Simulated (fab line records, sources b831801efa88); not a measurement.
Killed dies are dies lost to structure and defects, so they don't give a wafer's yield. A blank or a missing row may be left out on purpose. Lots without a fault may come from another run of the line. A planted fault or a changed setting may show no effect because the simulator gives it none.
fab line records | flow gf180mcu
record lots=5 wafers=15 last_day=34
route steps=602 shown V1@346 M2@362
lots that met no fault: from a run of the same line without faults
start_h: hours from the record's first day to the start of the lot's first wafer shown | wait_h: hours since the lot's step before | " the same as in the row above | L1.1+2: a row that stands for several wafers | - no value, or no start given | * or withheld: withheld | < > ~ a bound
route shown NAME@n: a module of which the file shows steps, and the number in the route of the first | usual: mean/standard deviation of fault-free wafers | same: alike in all rows | chamber/n: place in a boat | sites: the reading at each site | _std_site: their standard deviation | _edge_site: outer sites' mean less inner sites' | radius_mm: how far each site lies from the wafer's centre | mask NAME#n: copy n | behind: the tool/chamber that last shaped the wafer | hold: why the lot was held/for how many hours/how that ended | device: the transistor (n, p or np) that didn't switch | end of line: the same wafers' tests at the end of the route | a step without rows: its recipe alone | killed: dies lost to structure and defects at the first sort, not the wafer's yield | map: a wafer's dies, x killed, . not, _ none there
set.NAME: the setting as run; set.NAME@STEP: as run at that earlier step | model.NAME: the simulator's own value behind a step, which no gauge read
lots at some steps of the route; a table a step, a row a wafer
services: from which hour (start_h, from the record's first day; less than 0 if before it) a tool's chamber was out of use, for how many hours, and why
## steps
# step GF_V1_EXPOSE_11
# recipe mask_id=Via1 target_cd_nm=260 na=0.68 source_shape=conventional sigma_outer=0.6 dose_mj=38
# same sigma_outer=0.6
# columns lot.wafer tool chamber start_h wait_h mask
L080.2+3+6 krf_scanner-02 0 - - Via1#0
L082.2+4+6 krf_scanner-01 0 - - Via1#0
L084.1+2+6 krf_scanner-01 0 - - Via1#0
L092.1+2+3 krf_scanner-02 0 - - Via1#0
L093.1+2+4 krf_scanner-02 0 - - Via1#0
# step GF_V1_PEB_12
# recipe peb_temp_c=135 peb_time_s=90 resist=KrF
# usual chill_plate_temp_C=23.01/0.11
# columns lot.wafer tool chamber start_h wait_h chill_plate_temp_C
L080.2 litho_track-03 0 - - 22.87
L080.3 " 0 " " 22.95
L080.6 " 0 " " 22.93
L082.2 litho_track-01 0 - - 23.21
L082.4 " 0 " " 23.12
L082.6 " 0 " " 23.10
L084.1 litho_track-01 0 - - 22.99
L084.2 " 0 " " 22.90
L084.6 " 0 " " 22.83
L092.1 litho_track-04 0 - - 23.05
L092.2 " 0 " " 23.01
L092.3 " 0 " " 23.08
L093.1 litho_track-03 0 - - 22.90
L093.2 " 0 " " 22.99
L093.4 " 0 " " 23.16
# step GF_V1_DEVELOP_13
# recipe develop_time_s=60 resist=KrF dev_temp_c=21
# usual chill_plate_temp_C=22.99/0.12
# columns lot.wafer tool chamber start_h wait_h chill_plate_temp_C
L080.2 litho_track-03 0 493.08 0.2 22.78
L080.3 " 0 " " 22.97
L080.6 " 0 " " 22.91
L082.2 litho_track-01 0 501.05 0.2 23.11
L082.4 " 0 " " 23.14
L082.6 " 0 " " 23.13
L084.1 litho_track-01 0 511.32 0.2 22.83
L084.2 " 0 " " 22.77
L084.6 " 0 " " 22.81
L092.1 litho_track-04 0 583.67 0.2 23.07
L092.2 " 0 " " 23.00
L092.3 " 0 " " 23.11
L093.1 litho_track-03 0 591.11 0.2 22.80
L093.2 " 0 " " 22.95
L093.4 " 0 " " 22.94
# step GF_V1_CD_MEAS_14
# recipe target_cd_nm=260
# usual cd_nm=260.0/1.1
# columns lot.wafer tool chamber start_h wait_h cd_nm
L080.2 cd_sem-02 - 493.23 0.1 258.7
L080.3 " - " " 258.3
L080.6 " - " " 259.4
L082.2 cd_sem-02 - 501.19 0.1 261.7
L082.4 " - " " 261.2
L082.6 " - " " 262.2
L084.1 cd_sem-02 - 511.47 0.1 258.6
L084.2 " - " " 260.0
L084.6 " - " " 260.4
L092.1 cd_sem-02 - 583.82 0.1 258.5
L092.2 " - " " 258.9
L092.3 " - " " 259.7
L093.1 cd_sem-01 - 591.26 0.1 261.3
L093.2 " - " " 261.2
L093.4 " - " " 260.5
# step GF_V1_OVL_MEAS_15
# usual V1_OVL=1/4.7
# columns lot.wafer tool chamber start_h wait_h V1_OVL[nm]
L080.2 overlay-01 - 493.34 0.1 0
L080.3 " - " " 0
L080.6 " - " " -1
L082.2 overlay-01 - 501.30 0.1 -3
L082.4 " - " " 0
L082.6 " - " " 0
L084.1 overlay-01 - 511.59 0.1 6
L084.2 " - " " 4
L084.6 " - " " 1
L092.1 overlay-02 - 583.94 0.1 -12
L092.2 " - " " -2
L092.3 " - " " -6
L093.1 overlay-02 - 591.38 0.1 4
L093.2 " - " " 3
L093.4 " - " " 2
# step GF_V1_ETCH_16
# recipe chemistry=N2/H2 target_depth_a=withheld overetch_a=withheld time_s=withheld target=BARC ion_energy_ev=200 source_w=500 bias_w=100 pressure_mtorr=30 n2_flow_sccm=100 h2_flow_sccm=200
# usual drypump_motor_current_A=5.6/0.42 oes_product_au=0.856/0.0049 rf_fwd_power_W=495.3/2.2 throttle_valve_pct=13.224/0.0089
# columns lot.wafer tool chamber start_h wait_h drypump_motor_current_A oes_product_au rf_fwd_power_W throttle_valve_pct
L080.2 rie_diel-03 2 493.37 0.0 5.9 0.860 497.5 13.225
L080.3 " 1 " " 5.7 0.858 492.8 13.219
L080.6 " 3 " " 5.4 0.855 498.0 13.219
L082.2 rie_diel-04 0 501.33 0.0 4.9 0.854 496.7 13.206
L082.4 " 2 " " 5.6 0.856 497.5 13.228
L082.6 " 0 " " 4.9 0.863 497.4 13.241
L084.1 rie_diel-04 2 511.63 0.0 5.7 0.857 496.6 13.231
L084.2 " 1 " " 6.2 0.855 493.6 13.236
L084.6 " 1 " " 6.2 0.857 493.1 13.216
L092.1 rie_diel-03 1 583.98 0.0 5.7 0.853 489.6 13.221
L092.2 " 3 " " 5.4 0.857 495.1 13.225
L092.3 " 0 " " 5.8 0.857 496.2 13.219
L093.1 rie_diel-01 3 591.41 0.0 6.1 0.841 494.7 13.216
L093.2 " 0 " " 5.1 0.861 494.8 13.222
L093.4 " 1 " " 4.7 0.868 498.7 13.209
# step GF_V1_ETCH_17
# recipe chemistry=C4F8/O2/Ar mask_material=KrF target=SiO2 stop_on=TiN source_w=1500 bias_w=1200 pressure_mtorr=40 c4f8_flow_sccm=withheld O2_flow_sccm=6 Ar_flow_sccm=300 time_s=withheld target_depth_a=6300
# usual oes_product_au=0.855/0.0044 rf_fwd_power_W=1494/5.5
# columns lot.wafer tool chamber start_h wait_h oes_product_au rf_fwd_power_W
L080.2 rie_diel-03 2 - - 0.850 1500
L080.3 " 1 " " 0.854 1492
L080.6 " 3 " " 0.861 1488
L082.2 rie_diel-04 0 - - 0.858 1495
L082.4 " 2 " " 0.862 1501
L082.6 " 0 " " 0.845 1494
L084.1 rie_diel-04 2 - - 0.851 1499
L084.2 " 1 " " 0.852 1488
L084.6 " 1 " " 0.852 1501
L092.1 rie_diel-03 1 - - 0.853 1483
L092.2 " 3 " " 0.846 1494
L092.3 " 0 " " 0.851 1486
L093.1 rie_diel-01 3 - - 0.851 1499
L093.2 " 0 " " 0.860 1491
L093.4 " 1 " " 0.857 1494
# step GF_V1_STRIP_18
# recipe chemistry=O2/N2 power_w=1400 pressure_mtorr=1500 platen_temp_c=250 o2_flow_sccm=3000 n2_flow_sccm=300 overash_fraction=0.5
# usual drypump_motor_current_A=5.7/0.61 heater_power_w=339/38 oes_product_au=0.584/0.0043
# columns lot.wafer tool chamber start_h wait_h drypump_motor_current_A heater_power_w oes_product_au rf_hours_counter_h
L080.2 plasma_asher-02 1 493.49 - 6.4 318 0.587 82
L080.3 " 1 " " 6.4 320 0.588 -
L080.6 " 1 " " 6.4 313 0.582 -
L082.2 plasma_asher-04 0 501.46 - 5.2 357 0.579 6
L082.4 " 1 " " 6.4 398 0.587 -
L082.6 " 0 " " 5.2 355 0.581 -
L084.1 plasma_asher-04 0 511.76 - 5.1 357 0.583 7
L084.2 " 1 " " 6.5 409 0.590 7
L084.6 " 0 " " 5.2 367 0.584 -
L092.1 plasma_asher-04 0 584.11 - 5.1 346 0.584 16
L092.2 " 1 " " 6.4 398 0.588 16
L092.3 " 0 " " 5.2 353 0.577 -
L093.1 plasma_asher-01 1 591.54 - 5.4 280 0.582 80
L093.2 " 0 " " 4.8 312 0.586 80
L093.4 " 0 " " 4.8 314 0.582 -
# step GF_V1_STRIP_19
# recipe chemistry=post_etch_residue_remover time_s=1200 temp_c=72.5
# same time_s=1200
# columns lot.wafer tool chamber start_h wait_h
L080.2+3+6 wet_bench-02 0 493.59 0.1
L082.2+4+6 wet_bench-02 1 501.56 0.1
L084.1+2+6 wet_bench-04 1 511.86 0.1
L092.1+2+3 wet_bench-02 2 584.21 0.1
L093.1+2+4 wet_bench-01 1 591.67 0.1
# step GF_V1_CLEAN_20
# recipe chemistry=DIW dry=n2_spin
# columns lot.wafer tool chamber start_h wait_h
L080.2+3+6 wet_bench-01 3 493.94 0.0
L082.2+4+6 wet_bench-01 0 501.90 0.0
L084.1+2+6 wet_bench-01 3 512.23 0.0
L092.1+2+3 wet_bench-04 1 584.55 0.0
L093.1+2+4 wet_bench-02 2 592.02 0.0
# step GF_V1_SPUTTER_21
# recipe material=Ti target_thk_nm=15 chamber_pressure_pa=5 power_w=2500 substrate_temp_c=200 time_s=80.02
# usual throttle_valve_pct=30.4/0.91
# same time_s=80.02
# columns lot.wafer tool chamber start_h wait_h throttle_valve_pct
L080.2 pvd_sputter-01 - 494.03 0.0 29.2
L080.3 " - " " 31.2
L080.6 " - " " 29.5
L082.2 pvd_sputter-01 - 501.99 0.0 31.1
L082.4 " - " " 31.2
L082.6 " - " " 31.3
L084.1 pvd_sputter-04 - 512.32 0.0 29.6
L084.2 " - " " 31.1
L084.6 " - " " 29.9
L092.1 pvd_sputter-04 - 584.64 0.0 30.1
L092.2 " - " " 31.1
L092.3 " - " " 29.7
L093.1 pvd_sputter-02 - 592.11 0.0 29.6
L093.2 " - " " 31.9
L093.4 " - " " 30.2
# step GF_V1_SPUTTER_22
# recipe material=TiN target_thk_nm=10 chamber_pressure_pa=5 power_w=4000 time_s=40
# usual throttle_valve_pct=30.4/0.93
# same time_s=40
# columns lot.wafer tool chamber start_h wait_h throttle_valve_pct
L080.2 pvd_sputter-01 - 494.09 0.0 29.3
L080.3 " - " " 31.6
L080.6 " - " " 29.5
L082.2 pvd_sputter-01 - 502.05 0.0 31.3
L082.4 " - " " 31.5
L082.6 " - " " 31.1
L084.1 pvd_sputter-04 - 512.38 0.0 29.5
L084.2 " - " " 31.1
L084.6 " - " " 29.6
L092.1 pvd_sputter-04 - 584.70 0.0 30.1
L092.2 " - " " 31.1
L092.3 " - " " 29.5
L093.1 pvd_sputter-02 - 592.17 0.0 29.6
L093.2 " - " " 32.4
L093.4 " - " " 30.6
# step GF_V1_CVD_23
# recipe material=W target_thk_nm=350 time_s=105.05 temp_c=400 pressure_torr=40
# usual heater_power_w=815/110
# same time_s=105.05
# columns lot.wafer tool chamber start_h wait_h heater_power_w since_wet_clean_h
L080.2 cvd_w-01 1 494.13 0.0 645 590
L080.3 " 0 " " 927 -
L080.6 " 1 " " 646 -
L082.2 cvd_w-01 0 502.09 0.0 915 598
L082.4 " 1 " " 666 -
L082.6 " 0 " " 912 -
L084.1 cvd_w-02 1 512.42 0.0 798 108
L084.2 " 0 " " 869 108
L084.6 " 1 " " 792 -
L092.1 cvd_w-02 0 584.74 0.0 840 181
L092.2 " 1 " " 810 181
L092.3 " 0 " " 848 -
L093.1 cvd_w-02 1 592.21 0.0 792 188
L093.2 " 0 " " 862 188
L093.4 " 0 " " 840 -
# step GF_V1_RS_MEAS_24
# recipe thk_meas_gauge=four-point-probe reads=W_of_V1_CVD_23+TiN_of_V1_SPUTTER_22+Ti_of_V1_SPUTTER_21
# usual V1_W_RS=0.327/0.0059
# columns lot.wafer tool chamber start_h wait_h V1_W_RS[ohm/sq]
L080.2 film_metro-04 - 494.26 0.1 0.332
L080.3 " - " " 0.332
L080.6 " - " " 0.333
L082.2 film_metro-04 - 502.22 0.1 0.326
L082.4 " - " " 0.328
L082.6 " - " " 0.328
L084.1 film_metro-03 - 512.53 0.1 0.318
L084.2 " - " " 0.332
L084.6 " - " " 0.321
L092.1 film_metro-04 - 584.85 0.1 0.331
L092.2 " - " " 0.320
L092.3 " - " " 0.336
L093.1 film_metro-04 - 592.32 0.1 0.323
L093.2 " - " " 0.333
L093.4 " - " " 0.331
# step GF_V1_THK_MEAS_25
# recipe thk_meas_gauge=xrf reads=W_of_V1_CVD_23
# usual V1_W_THK=360/7.9
# columns lot.wafer tool chamber start_h wait_h V1_W_THK[nm]
L080.2 film_metro-04 - 494.37 0.1 347
L080.3 " - " " 346
L080.6 " - " " 346
L082.2 film_metro-04 - 502.33 0.1 355
L082.4 " - " " 354
L082.6 " - " " 353
L084.1 film_metro-03 - 512.65 0.1 365
L084.2 " - " " 352
L084.6 " - " " 366
L092.1 film_metro-04 - 584.97 0.1 357
L092.2 " - " " 367
L092.3 " - " " 351
L093.1 film_metro-04 - 592.44 0.1 364
L093.2 " - " " 356
L093.4 " - " " 355
# step GF_V1_CMP_26
# recipe stop_on=SiO2 down_force_psi=3.5 platen_rpm=60 t_overpolish_s=15 target_thk_nm=0 pad_velocity_m_s=0.94248
# usual head_pressure_psi=3.500/0.0071 motor_current_A=11.1/1.3 overpolish_run_s=15.000/0.0087 time_to_endpoint_s=84/3.1
# same t_overpolish_s=15
# columns lot.wafer tool chamber start_h wait_h head_pressure_psi motor_current_A overpolish_run_s time_to_endpoint_s
L080.3 cmp-02 2 494.42 0.0 3.512 13.1 15.015 85
L080.2 " 1 " " 3.502 10.6 14.987 85
L080.6 " 2 " " 3.497 13.2 15.001 83
L082.4 cmp-02 1 502.43 0.1 3.495 10.1 15.006 81
L082.2 " 3 " " 3.498 9.5 14.998 82
L082.6 " 0 " " 3.499 11.5 14.994 80
L084.1 cmp-01 1 512.71 0.1 3.497 10.0 15.002 87
L084.2 " 0 " " 3.509 11.8 15.017 84
L084.6 " 2 " " 3.502 12.2 15.001 86
L092.1 cmp-01 3 585.08 0.1 3.496 9.7 15.002 83
L092.3 " 0 " " 3.504 12.2 15.016 86
L092.2 " 1 " " 3.500 10.4 14.992 86
L093.2 cmp-01 3 592.50 0.0 3.508 10.3 15.016 82
L093.1 " 0 " " 3.504 11.9 14.991 83
L093.4 " 2 " " 3.500 11.5 14.997 84
# step GF_M2_SPUTTER_00
# recipe material=Ti target_thk_nm=37.5 arriving_ion_energy_ev=80 substrate_temp_c=200 chamber_pressure_pa=2 power_w=4000 time_s=150
# usual throttle_valve_pct=30.2/0.91
# same time_s=150
# columns lot.wafer tool chamber start_h wait_h throttle_valve_pct
L080.2 pvd_sputter-04 - 494.72 0.1 29.6
L080.3 " - " " 30.2
L080.6 " - " " 30.9
L082.2 pvd_sputter-04 - 502.68 0.1 29.6
L082.4 " - " " 30.3
L082.6 " - " " 29.4
L084.1 pvd_sputter-01 - 513.01 0.2 29.2
L084.2 " - " " 31.5
L084.6 " - " " 31.5
L092.1 pvd_sputter-01 - 585.33 0.2 31.5
L092.2 " - " " 31.3
L092.3 " - " " 29.6
L093.1 pvd_sputter-04 - 592.80 0.2 29.3
L093.2 " - " " 31.0
L093.4 " - " " 30.1
# step GF_M2_SPUTTER_01
# recipe material=TiN target_thk_nm=30 power_w=6500 time_s=25 chamber_pressure_pa=0.4
# usual throttle_valve_pct=30.2/0.89
# same time_s=25
# columns lot.wafer tool chamber start_h wait_h throttle_valve_pct
L080.2 pvd_sputter-04 - 494.82 0.1 29.8
L080.3 " - " " 30.2
L080.6 " - " " 31.1
L082.2 pvd_sputter-04 - 502.78 0.1 29.6
L082.4 " - " " 30.2
L082.6 " - " " 29.4
L084.1 pvd_sputter-01 - 513.11 0.1 29.3
L084.2 " - " " 31.2
L084.6 " - " " 31.6
L092.1 pvd_sputter-01 - 585.43 0.1 31.5
L092.2 " - " " 31.4
L092.3 " - " " 29.5
L093.1 pvd_sputter-04 - 592.90 0.1 29.6
L093.2 " - " " 31.3
L093.4 " - " " 30.3
# step GF_M2_SPUTTER_02
# recipe material=AlCu target_thk_nm=450 power_w=10600 time_s=23.9 chamber_pressure_pa=0.4
# usual throttle_valve_pct=30.2/0.89
# same time_s=23.9
# columns lot.wafer tool chamber start_h wait_h throttle_valve_pct
L080.2 pvd_sputter-04 - 494.85 0.0 29.7
L080.3 " - " " 30.1
L080.6 " - " " 31.1
L082.2 pvd_sputter-04 - 502.81 0.0 29.6
L082.4 " - " " 30.3
L082.6 " - " " 29.4
L084.1 pvd_sputter-01 - 513.14 0.0 29.4
L084.2 " - " " 31.3
L084.6 " - " " 31.5
L092.1 pvd_sputter-01 - 585.46 0.0 31.2
L092.2 " - " " 31.1
L092.3 " - " " 29.5
L093.1 pvd_sputter-04 - 592.93 0.0 29.3
L093.2 " - " " 31.2
L093.4 " - " " 30.3
# step GF_M2_SPUTTER_03
# recipe material=Ti target_thk_nm=10 substrate_temp_c=300 chamber_pressure_pa=0.3 power_w=3000 time_s=6.7
# usual throttle_valve_pct=30.2/0.9
# same time_s=6.7
# columns lot.wafer tool chamber start_h wait_h throttle_valve_pct
L080.2 pvd_sputter-04 - 494.88 0.0 29.2
L080.3 " - " " 30.0
L080.6 " - " " 31.3
L082.2 pvd_sputter-04 - 502.84 0.0 29.9
L082.4 " - " " 30.0
L082.6 " - " " 29.4
L084.1 pvd_sputter-01 - 513.17 0.0 29.3
L084.2 " - " " 31.3
L084.6 " - " " 31.5
L092.1 pvd_sputter-01 - 585.49 0.0 31.3
L092.2 " - " " 31.4
L092.3 " - " " 29.4
L093.1 pvd_sputter-04 - 592.96 0.0 29.4
L093.2 " - " " 30.9
L093.4 " - " " 30.0
# step GF_M2_SPUTTER_04
# recipe material=TiN target_thk_nm=50 power_w=6500 time_s=41.7 chamber_pressure_pa=0.4
# usual throttle_valve_pct=30.2/0.89
# same time_s=41.7
# columns lot.wafer tool chamber start_h wait_h throttle_valve_pct
L080.2 pvd_sputter-04 - 494.90 0.0 29.5
L080.3 " - " " 30.1
L080.6 " - " " 31.1
L082.2 pvd_sputter-04 - 502.86 0.0 29.5
L082.4 " - " " 30.4
L082.6 " - " " 29.5
L084.1 pvd_sputter-01 - 513.20 0.0 29.2
L084.2 " - " " 31.3
L084.6 " - " " 31.6
L092.1 pvd_sputter-01 - 585.51 0.0 31.4
L092.2 " - " " 31.1
L092.3 " - " " 29.6
L093.1 pvd_sputter-04 - 592.98 0.0 29.7
L093.2 " - " " 31.1
L093.4 " - " " 30.2
# step GF_M2_RS_MEAS_05
# recipe thk_meas_gauge=four-point-probe reads=TiN_of_M2_SPUTTER_04+Ti_of_M2_SPUTTER_03+AlCu_of_M2_SPUTTER_02+TiN_of_M2_SPUTTER_01+Ti_of_M2_SPUTTER_00
# usual M2_ALCU_RS=0.0697/0.0006
# columns lot.wafer tool chamber start_h wait_h M2_ALCU_RS[ohm/sq]
L080.2 film_metro-03 - 494.96 0.0 0.0695
L080.3 " - " " 0.0693
L080.6 " - " " 0.0695
L082.2 film_metro-04 - 502.92 0.0 0.0696
L082.4 " - " " 0.0693
L082.6 " - " " 0.0690
L084.1 film_metro-01 - 513.23 0.0 0.0700
L084.2 " - " " 0.0706
L084.6 " - " " 0.0692
L092.1 film_metro-04 - 585.56 0.0 0.0693
L092.2 " - " " 0.0704
L092.3 " - " " 0.0697
L093.1 film_metro-03 - 593.02 0.0 0.0690
L093.2 " - " " 0.0691
L093.4 " - " " 0.0686
# step GF_M2_THK_MEAS_06
# recipe thk_meas_gauge=xrf reads=AlCu_of_M2_SPUTTER_02
# usual M2_ALCU_THK=449/4.3
# columns lot.wafer tool chamber start_h wait_h M2_ALCU_THK[nm]
L080.2 film_metro-03 - 495.07 0.1 449
L080.3 " - " " 448
L080.6 " - " " 447
L082.2 film_metro-04 - 503.03 0.1 449
L082.4 " - " " 450
L082.6 " - " " 453
L084.1 film_metro-01 - 513.35 0.1 453
L084.2 " - " " 450
L084.6 " - " " 458
L092.1 film_metro-04 - 585.68 0.1 454
L092.2 " - " " 447
L092.3 " - " " 451
L093.1 film_metro-03 - 593.14 0.1 451
L093.2 " - " " 452
L093.4 " - " " 453
# step GF_M2_DEHYDRATE_07
# recipe temp_c=200 time_s=60
# usual chill_plate_temp_C=22.99/0.11
# same time_s=60
# columns lot.wafer tool chamber start_h wait_h chill_plate_temp_C
L080.2 litho_track-02 0 505.97 10.9 23.09
L080.3 " 0 " " 23.00
L080.6 " 0 " " 23.05
L082.2 litho_track-02 0 514.47 11.4 22.87
L082.4 " 0 " " 22.84
L082.6 " 0 " " 22.74
L084.1 litho_track-01 0 524.47 11.1 22.97
L084.2 " 0 " " 22.87
L084.6 " 0 " " 22.90
L092.1 litho_track-04 0 595.32 9.6 23.02
L092.2 " 0 " " 23.02
L092.3 " 0 " " 23.04
L093.1 litho_track-02 0 602.85 9.7 23.03
L093.2 " 0 " " 23.03
L093.4 " 0 " " 23.25
# step GF_M2_HMDS_08
# recipe prime_time_s=60 prime_temp_c=120
# usual chill_plate_temp_C=23.00/0.11 prime_temp_c=119.99/0.15
# columns lot.wafer tool chamber start_h wait_h chill_plate_temp_C prime_temp_c
L080.2 litho_track-02 0 506.12 0.1 22.95 119.93
L080.3 " 0 " " 22.85 120.03
L080.6 " 0 " " 22.87 120.11
L082.2 litho_track-02 0 514.62 0.1 22.99 120.08
L082.4 " 0 " " 22.94 119.96
L082.6 " 0 " " 23.04 120.18
L084.1 litho_track-01 0 524.62 0.1 23.05 119.90
L084.2 " 0 " " 22.96 120.03
L084.6 " 0 " " 23.14 119.73
L092.1 litho_track-04 0 595.47 0.1 22.95 119.99
L092.2 " 0 " " 22.96 120.10
L092.3 " 0 " " 23.01 120.20
L093.1 litho_track-02 0 603.00 0.1 23.16 119.90
L093.2 " 0 " " 23.06 119.75
L093.4 " 0 " " 23.10 119.96
# step GF_M2_COAT_09
# recipe resist=KrF spin_rpm=withheld resist_thk_nm=1000
# usual chill_plate_temp_C=23.01/0.1 dispense_pressure_kPa=51/4.2
# columns lot.wafer tool chamber start_h wait_h chill_plate_temp_C dispense_pressure_kPa
L080.2 litho_track-02 0 506.27 0.1 23.08 53
L080.3 " 0 " " 23.02 53
L080.6 " 0 " " 23.14 53
L082.2 litho_track-02 0 514.77 0.1 23.03 53
L082.4 " 0 " " 22.94 53
L082.6 " 0 " " 23.05 53
L084.1 litho_track-01 0 524.77 0.1 23.10 54
L084.2 " 0 " " 23.06 54
L084.6 " 0 " " 23.07 54
L092.1 litho_track-04 0 595.62 0.1 22.89 45
L092.2 " 0 " " 23.00 45
L092.3 " 0 " " 22.91 45
L093.1 litho_track-02 0 603.15 0.1 22.96 53
L093.2 " 0 " " 23.12 53
L093.4 " 0 " " 23.01 53
# step GF_M2_SOFTBAKE_10
# recipe temp_c=130 time_s=60 resist=KrF
# usual chill_plate_temp_C=22.99/0.096
# same time_s=60
# columns lot.wafer tool chamber start_h wait_h chill_plate_temp_C
L080.2 litho_track-02 0 506.42 0.1 22.97
L080.3 " 0 " " 23.05
L080.6 " 0 " " 22.91
L082.2 litho_track-02 0 514.92 0.1 23.07
L082.4 " 0 " " 23.07
L082.6 " 0 " " 23.02
L084.1 litho_track-01 0 524.92 0.1 22.83
L084.2 " 0 " " 23.08
L084.6 " 0 " " 22.95
L092.1 litho_track-04 0 595.77 0.1 22.96
L092.2 " 0 " " 23.28
L092.3 " 0 " " 23.09
L093.1 litho_track-02 0 603.30 0.1 22.99
L093.2 " 0 " " 22.96
L093.4 " 0 " " 23.04
# step GF_M2_EXPOSE_11
# recipe mask_id=Metal2 target_cd_nm=280 na=0.68 source_shape=conventional sigma_outer=0.6 dose_mj=27.56
# same sigma_outer=0.6
# columns lot.wafer tool chamber start_h wait_h mask
L080.2+3+6 krf_scanner-01 0 - - Metal2#0
L082.2+4+6 krf_scanner-02 0 - - Metal2#0
L084.1+2+6 krf_scanner-01 0 - - Metal2#0
L092.1+2+3 krf_scanner-02 0 - - Metal2#0
L093.1+2+4 krf_scanner-02 0 - - Metal2#0
# step GF_M2_PEB_12
# recipe peb_temp_c=135 peb_time_s=90 resist=KrF
# usual chill_plate_temp_C=23.00/0.11
# columns lot.wafer tool chamber start_h wait_h chill_plate_temp_C
L080.2 litho_track-04 0 - - 23.13
L080.3 " 0 " " 22.93
L080.6 " 0 " " 22.98
L082.2 litho_track-04 0 - - 22.98
L082.4 " 0 " " 23.07
L082.6 " 0 " " 23.06
L084.1 litho_track-01 0 - - 23.15
L084.2 " 0 " " 23.09
L084.6 " 0 " " 23.20
L092.1 litho_track-02 0 - - 23.08
L092.2 " 0 " " 23.20
L092.3 " 0 " " 23.05
L093.1 litho_track-04 0 - - 23.03
L093.2 " 0 " " 23.07
L093.4 " 0 " " 23.15
# step GF_M2_DEVELOP_13
# recipe develop_time_s=60 dev_temp_c=21
# usual chill_plate_temp_C=22.97/0.11
# columns lot.wafer tool chamber start_h wait_h chill_plate_temp_C
L080.2 litho_track-04 0 518.20 0.2 23.12
L080.3 " 0 " " 23.01
L080.6 " 0 " " 22.86
L082.2 litho_track-04 0 526.05 0.2 22.78
L082.4 " 0 " " 22.87
L082.6 " 0 " " 22.83
L084.1 litho_track-01 0 536.72 0.2 22.93
L084.2 " 0 " " 22.87
L084.6 " 0 " " 22.82
L092.1 litho_track-02 0 606.25 0.2 22.82
L092.2 " 0 " " 22.95
L092.3 " 0 " " 23.08
L093.1 litho_track-04 0 614.32 0.2 22.88
L093.2 " 0 " " 23.07
L093.4 " 0 " " 22.95
# step GF_M2_CD_MEAS_14
# recipe target_cd_nm=280
# usual cd_nm=279.6/1.1
# columns lot.wafer tool chamber start_h wait_h cd_nm
L080.2 cd_sem-02 - 518.34 0.1 280.7
L080.3 " - " " 280.5
L080.6 " - " " 282.6
L082.2 cd_sem-01 - 526.19 0.1 280.8
L082.4 " - " " 279.3
L082.6 " - " " 280.5
L084.1 cd_sem-02 - 536.87 0.1 278.7
L084.2 " - " " 279.4
L084.6 " - " " 279.9
L092.1 cd_sem-02 - 606.40 0.1 280.2
L092.2 " - " " 278.7
L092.3 " - " " 279.5
L093.1 cd_sem-02 - 614.47 0.1 280.0
L093.2 " - " " 279.7
L093.4 " - " " 279.8
# step GF_M2_OVL_MEAS_15
# usual M2_OVL=-4/4.6
# columns lot.wafer tool chamber start_h wait_h M2_OVL[nm]
L080.2 overlay-02 - 518.45 0.1 -3
L080.3 " - " " 4
L080.6 " - " " 0
L082.2 overlay-02 - 526.30 0.1 3
L082.4 " - " " 2
L082.6 " - " " -3
L084.1 overlay-02 - 536.99 0.1 -2
L084.2 " - " " -13
L084.6 " - " " -7
L092.1 overlay-01 - 606.52 0.1 -10
L092.2 " - " " -10
L092.3 " - " " -7
L093.1 overlay-02 - 614.59 0.1 -5
L093.2 " - " " -13
L093.4 " - " " -15
# step GF_M2_METAL_ETCH_16
# recipe chemistry=Cl2/BCl3 mask_material=KrF target_depth_nm=627.5 stop_on=SiO2 pressure_mtorr=8 icp_w=800 bias_w=140 Cl2_flow_sccm=80 bcl3_flow_sccm=40 time_s=104.6
# usual bcl3_flow_sccm=40.00/0.11 drypump_motor_current_A=5.55/0.25 oes_product_au=0.971/0.0057 rf_fwd_power_W=796.0/2.6 throttle_valve_pct=28.251/0.01
# same time_s=104.6
# columns lot.wafer tool chamber start_h wait_h bcl3_flow_sccm drypump_motor_current_A oes_product_au rf_fwd_power_W rf_hours_counter_h throttle_valve_pct
L080.2 rie_metal-03 1 518.48 0.0 40.02 5.40 0.978 793.1 9 28.253
L080.3 " 0 " " 40.02 5.39 0.975 795.3 - 28.246
L080.6 " 1 " " 40.25 5.40 0.970 793.9 - 28.262
L082.2 rie_metal-04 1 526.33 0.0 39.95 5.63 0.972 795.8 3 28.219
L082.4 " 1 " " 40.04 5.65 0.970 801.0 - 28.246
L082.6 " 1 " " 40.00 5.61 0.986 798.5 - 28.241
L084.1 rie_metal-03 1 537.03 0.0 40.08 5.41 0.962 796.5 9 28.244
L084.2 " 0 " " 39.95 5.40 0.963 796.5 1 28.235
L084.6 " 0 " " 39.88 5.42 0.969 796.5 - 28.243
L092.1 rie_metal-04 1 606.55 0.0 40.00 5.62 0.976 798.2 5 28.252
L092.2 " 0 " " 40.06 5.42 0.970 796.9 4 28.268
L092.3 " 0 " " 39.94 5.43 0.972 794.3 - 28.251
L093.1 rie_metal-03 1 614.63 0.0 39.97 5.39 0.980 800.3 11 28.246
L093.2 " 0 " " 39.99 5.40 0.976 799.7 4 28.251
L093.4 " 0 " " 40.14 5.39 0.977 796.5 - 28.241
## services
# columns tool chamber start_h hours kind
wet_bench-02 - 476.05 2.7 repair
plasma_asher-04 - 479.21 14.8 repair
krf_scanner-02 - 480.85 2.5 repair
wet_bench-02 - 482.27 0.5 repair
rie_metal-03 - 484.98 5.4 repair
pvd_sputter-04 - 491.04 2.2 repair
rie_diel-04 - 494.36 0.7 repair
pvd_sputter-01 - 495.94 5.4 repair
krf_scanner-02 - 499.67 1.0 pm
rie_diel-04 3 500.13 33.6 repair
krf_scanner-01 - 502.91 1.0 pm
plasma_asher-04 - 503.77 2.8 pm
krf_scanner-01 - 516.77 0.8 pm
rie_diel-04 0 524.69 5.6 repair
krf_scanner-02 - 529.74 0.8 pm
cvd_w-02 - 538.91 0.3 repair
krf_scanner-01 - 543.23 1.8 repair
krf_scanner-02 - 545.04 1.3 pm
pvd_sputter-01 - 546.55 2.9 repair
rie_diel-03 1 559.39 1.6 repair
krf_scanner-01 - 577.96 4.4 pm
krf_scanner-01 - 595.47 1.3 pm
cmp-01 - 597.12 8.0 pm
rie_metal-03 - 607.84 1.1 repair
## key
fault none
